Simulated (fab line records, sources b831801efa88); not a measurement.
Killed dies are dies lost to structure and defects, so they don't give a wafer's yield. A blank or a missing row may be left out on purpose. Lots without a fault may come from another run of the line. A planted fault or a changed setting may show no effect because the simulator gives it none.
Chamber matching | flow gf180mcu | GF_CONTACT_CMP_04 on cmp-01: 4 sister chambers
The step polishes SiO2. 16 wafers are shown with their chamber, then 8 later ones without.

WAFERS WITH THEIR CHAMBER
wafer  | chamber | motor_current_A (A) | time_to_endpoint_s (s)
L283.2 | 0       | 12.9                | 109
L283.3 | 3       | 11.1                | 109
L283.4 | 2       | 14.2                | 114
L284.3 | 2       | 13.4                | 117
L284.5 | 1       | 12.8                | 119
L284.6 | 2       | 13.4                | 119
L287.2 | 1       | 12.6                | 113
L287.3 | 3       | 11.5                | 108
L287.6 | 3       | 12.0                | 118
L288.1 | 2       | 13.8                | 111
L288.3 | 0       | 12.3                | 114
L288.4 | 1       | 12.8                | 112
L289.1 | 2       | 14.0                | 108
L289.2 | 0       | 11.6                | 109
L289.3 | 3       | 11.5                | 108
L290.1 | 3       | 11.9                | 100

SIGNATURES (means of the wafers above)
reading            | chamber 0 | chamber 1 | chamber 2 | chamber 3 | scatter within a chamber
motor_current_A    | 12.267    | 12.733    | 13.760    | 11.600    | 0.398
time_to_endpoint_s | 110.67    | 114.67    | 113.80    | 108.60    | 4.89
Rule: a wafer's distance from a chamber is the root of the sum, over the readings, of the square of ((its reading less the chamber's mean) divided by the reading's scatter). The wafer belongs to the nearest chamber; if the next one is less than 2 further off, it can't be placed. The scatter: the root of (the sum of the squares of (reading less its chamber's mean) over the shown wafers, divided by (wafers less chambers)).

WAFERS WITHOUT THEIR CHAMBER
wafer  | motor_current_A (A) | time_to_endpoint_s (s)
L290.3 | 13.8                | 105
L290.4 | 12.1                | 111
L299.1 | 11.3                | 109
L299.4 | 11.8                | 113
L299.5 | 13.9                | 113
L306.1 | 12.3                | 115
L306.3 | 11.8                | 118
L306.4 | 12.6                | 115

WHICH CHAMBER EACH WENT THROUGH
wafer  | from the rows above          | in truth
L290.3 | can't be placed: 2 or 1      | 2
L290.4 | can't be placed: 0 or 3 or 1 | 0
L299.1 | can't be placed: 3 or 0      | 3
L299.4 | can't be placed: 3 or 0 or 1 | 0
L299.5 | 2                            | 2
L306.1 | can't be placed: 0 or 1 or 3 | 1
L306.3 | can't be placed: 0 or 3 or 1 | 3
L306.4 | can't be placed: 1 or 0      | 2
Placed correctly: 1 of 8. Can't be placed from these rows: 7 (the true chamber is among the candidates in 6). Placed wrongly: 0.
